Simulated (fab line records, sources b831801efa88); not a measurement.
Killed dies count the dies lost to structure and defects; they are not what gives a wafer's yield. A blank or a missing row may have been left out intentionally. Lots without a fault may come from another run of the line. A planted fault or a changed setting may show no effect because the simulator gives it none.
A struck lot beside a sound one | flow sky130 | 26 steps out of a route of 708
Sound: the wafers L246.2, L246.4, L246.6. Struck: wafer L258.3 (L258.1, L258.5, from the same lot, were not struck and are left out); the cause is given at the end.
Each step with rows lists, per side, the tool, then ch with its chambers, then its first start. Under that, the readings that differ: sound wafers | struck wafers | difference of the means | sigmas: that difference in standard deviations of wafers without a fault.
alike: same words and numbers on both sides, and readings whose means sit less than 2 such deviations apart. not compared: any withheld reading, any reading some wafer has no value for, any bound like >300 that may hide the same value, and any number with overlapping values for which the record gives no deviation.
Wherever a step has rows on one side only, a row that says differs or no value, or a row with sigmas, the two part there. When numbers do not overlap yet have no deviation, they are printed without sigmas and do not part them. A reading that every wafer of one side lacks parts them only if that side has two wafers or more.

first, 8 steps without rows for these wafers: SKY_FIELD_ISO_DEHYDRATE_05 (time 60 s); SKY_FIELD_ISO_HMDS_06 (prime time 60 s); SKY_FIELD_ISO_COAT_07 (resist thk 60 nm); SKY_FIELD_ISO_COAT_08 (resist thk 450 nm); SKY_FIELD_ISO_SOFTBAKE_09 (time 90 s); SKY_FIELD_ISO_EXPOSE_10 (exposes mask FOM, target cd 150 nm); SKY_FIELD_ISO_PEB_11; SKY_FIELD_ISO_DEVELOP_12 (develop time 60 s).
SKY_FIELD_ISO_CD_MEAS_13: the cd target is 150 nm.
  sound: cdSem-02 at day 2 10:16; struck: cdSem-01 at day 5 00:39
  alike: cdNm
SKY_FIELD_ISO_ETCH_14: etches BARC in N2/H2, stops on SiO2, time 45.9 s, target depth 60 nm.
  sound on rieDiel-01 ch 1,2, day 2 10:22; struck on rieDiel-02 ch 3, day 5 00:46
reading              | sound                | struck | difference | sigmas
throttleValvePct (%) | 13.227 13.230 13.222 | 13.246 | +0.020     | +2
  alike: drypumpMotorCurrentA, oesProductAu, rfFwdPowerW
  not compared: rfHoursCounterH
SKY_FIELD_ISO_ETCH_15: etches the open film in CHF3/O2, stops on Si, target depth 180 nm, time 72 s.
  sound on rieDiel-01 ch 1,2, day 2 10:25; struck on rieDiel-02 ch 3, day 5 00:49
  alike: drypumpMotorCurrentA, oesProductAu, rfFwdPowerW, throttleValvePct
  not compared: rfHoursCounterH
SKY_FIELD_ISO_STRIP_16: strips in O2/N2.
  sound on plasmaAsher-01 ch 0,1, day 2 10:28; struck on plasmaAsher-03 ch 0, day 5 00:52
  alike: drypumpMotorCurrentA, oesProductAu, stripTimeToEndpointS
  not compared: rfHoursCounterH
SKY_FIELD_ISO_ETCH_17: etches Si in HBr/Cl2/O2, target depth 342 nm, time 97.7 s.
  sound on rieSi-02 ch 0,1, day 2 10:34; struck on rieSi-02 ch 3, day 5 00:58
reading                                    | sound                | struck | difference | sigmas
drypumpMotorCurrentA (A)                   | 6.1 6.3 6.3          | 5.0    | -1.2       | -2
oesProductAu (a.u.)                        | 0.989 0.995 0.987    | 1.416  | +0.426     | +46
throttleValvePct (%)                       | 25.653 25.672 25.670 | 25.397 | -0.268     | -27
model.FIELD_ISO.featureDepthNm (nm)        | 339.6 336.7 333.7    | 561.4  | +224.7     | 
model.etch.depthNm (nm)                    | 339.6 336.7 333.7    | 561.4  | +224.7     | 
model.Si3N4_of_FIELD_ISO_CVD_03.thkNm (nm) | 149.7 148.6 146.9    | 140.5  | -7.9       | 
  alike: rfFwdPowerW
  not compared: rfHoursCounterH
then, 5 steps without rows for these wafers: SKY_FIELD_ISO_WET_ETCH_18 (etches Si3N4 in H3PO4, target depth 25 nm, time 286 s); SKY_FIELD_ISO_CLEAN_19 (cleans in SC1/SC2, time 150 s); SKY_FIELD_ISO_CLEAN_20 (cleans in dHF, time 19.36 s); SKY_FIELD_ISO_WET_ETCH_21 (etches SiO2 in dHF, target depth 20 nm, time 400 s); SKY_FIELD_ISO_OXIDATION_22 (stabilise 600 s, purge 300 s, target thk 10 nm).
SKY_FIELD_ISO_THK_MEAS_23:
  sound: filmMetro-02 at day 2 15:11; struck: filmMetro-03 at day 5 05:02
  alike: FIELD_ISO_OXIDATION_01_THK
then, 1 step without rows for these wafers: SKY_FIELD_ISO_CVD_24 (deposits SiO2, target thk 595 nm, time 99.2 s).
SKY_FIELD_ISO_THK_MEAS_25:
  sound: filmMetro-01 at day 2 15:19; struck: filmMetro-01 at day 5 05:10
  alike: FIELD_ISO_CVD_24_THK
then, 1 step without rows for these wafers: SKY_FIELD_ISO_ANNEAL_26 (time 1800 s).
SKY_FIELD_ISO_CMP_27: polishes, stops on Si3N4, t overpolish 16 s, target thk 457.8 nm.
  sound on cmp-01 ch 0,3, day 2 18:05; struck on cmp-01 ch 3, day 5 07:47
  alike: motorCurrentA
SKY_FIELD_ISO_WET_ETCH_28: etches SiO2 in dHF, target depth 23.7 nm, time 47 s.
  sound on wetBench-03 ch 2, day 2 18:23; struck on wetBench-02 ch 3, day 5 08:05
reading                                    | sound             | struck | difference | sigmas
model.Si3N4_of_FIELD_ISO_CVD_03.thkNm (nm) | 118.8 117.8 115.9 | 109.8  | -7.7       | 
then, 1 step without rows for these wafers: SKY_FIELD_ISO_WET_ETCH_29 (etches Si3N4 in H3PO4, target depth 160 nm, time 1825 s).
SKY_PAD_OPEN_PROBE_99:
  sound wafers here have rows in the record (prober-02, day 47 02:50); struck ones have none

WHERE THEY PART
First at SKY_FIELD_ISO_ETCH_14; last, within this record, at SKY_PAD_OPEN_PROBE_99.

WHY: whatever the simulator had introduced
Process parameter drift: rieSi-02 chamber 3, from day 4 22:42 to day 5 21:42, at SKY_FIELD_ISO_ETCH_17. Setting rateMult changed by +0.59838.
